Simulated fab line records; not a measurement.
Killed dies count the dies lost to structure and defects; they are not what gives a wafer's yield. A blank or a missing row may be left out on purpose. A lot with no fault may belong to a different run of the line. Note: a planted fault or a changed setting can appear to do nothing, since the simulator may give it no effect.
Problem report in the 8D (eight disciplines) form, filled by code ; flow gf180mcu ; the parts of the form that need people (team, actions taken, sign-off) are left out

== 1. PROBLEM STATEMENT ==
SALICIDE_TIN_RS at GF_SALICIDE_RS_MEAS_04 reads a mean of 15.01 ohm/sq on 1 wafer of 1 lot; wafers without a fault read 16.36 ohm/sq with a standard deviation of 0.26. That puts it -5.2 standard deviations away from the usual mean.
The step: measures by four-point-probe.
Earliest sighting: wafer L405.1 on filmMetro-04 at day 16 17:58. The record holds 39 wafers of 13 lots with a number at this step. The rule behind "out" and "out of limits": a value lying over 4 standard deviations away from the usual mean. The other wafers with a number count as sound.

== 2. WHAT IT IS, AND WHAT IT ISN'T ==
question;is;is not
which readings at this step;SALICIDE_TIN_RS;-
which lots;L405;L402, L403, L413, L414, L416, L417, L418, L420, L421, L422, L423, L424
which wafers of those lots;L405.1;L405.4, L405.6
read on which gauges;filmMetro-04;filmMetro-01, filmMetro-03
when;from day 16 17:58;"up to then (8 sound wafers); but 30 sound wafers of L413, L414, L416, L417, L418, L420, L421, L422, L423, L424 came after"

== 3. THE SUSPECTS, EACH WITH WHAT RULES IT OUT ==
Counting: if a tool at a process step up to the reading ran every lot that is out, it stays a suspect. Sound lots after the first of them don't rule it out here, since some wafers of a struck lot are sound.
- the gauge at GF_SALICIDE_RS_MEAS_04: kept. All the wafers that are out were read on filmMetro-04, and no step on other tools shows them out.
- pvdSputter-03 at GF_SALICIDE_SPUTTER_02 (material Co, target thk 10 nm, time 20 s): kept. L405, the lot that is out, went through it at day 16 17:55; up to then, the latest sound lot through it was L403 at day 16 05:17.
What counting leaves: pvdSputter-03 at GF_SALICIDE_SPUTTER_02 and filmMetro-04 at GF_SALICIDE_RS_MEAS_04.

== 4. THE CAUSE (what the simulator had put in) ==
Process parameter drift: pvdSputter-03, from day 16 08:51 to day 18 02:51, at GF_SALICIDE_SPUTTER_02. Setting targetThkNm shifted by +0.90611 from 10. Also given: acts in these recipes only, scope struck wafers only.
2 suspects survive the count, and this tool is in that group.

== 5. THE EFFECT CHAIN, in route order ==
One row per reading whose mean, taken over the struck wafers that have a number, lies over 3 standard deviations from the usual. Readings are gone through only where the record gives a usual standard deviation; hours: the median, over the lots, of the time from a lot's start at the first step in this table giving one to that lot's start at this step; sigmas: the change measured in usual standard deviations.
hours;step;reading;usual;on struck wafers;change;sigmas
0;GF_SALICIDE_RS_MEAS_04;SALICIDE_TIN_RS;16.36 ohm/sq;15.01;-1.35;-5.2
Later measuring or inspecting steps at which every struck wafer that the step has a row for has a number for every such reading, and none has moved that far: GF_M4_THK_MEAS_06.

== 6. WHAT WOULD HAVE CAUGHT IT SOONER ==
The first out-of-limits reading at a measuring or inspecting step in this record came at day 16 17:58, 9 hours after the fault's start at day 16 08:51.
An alarm limit of 4 standard deviations would not have fired on the tool readings at GF_SALICIDE_SPUTTER_02 for which the record gives a usual standard deviation, since none of them was out on any struck wafer.
Each of the lots that are out, 1 in all, had begun GF_SALICIDE_SPUTTER_02 on pvdSputter-03 no later than day 16 17:58. None of them would have been spared by holding the tool at that moment.
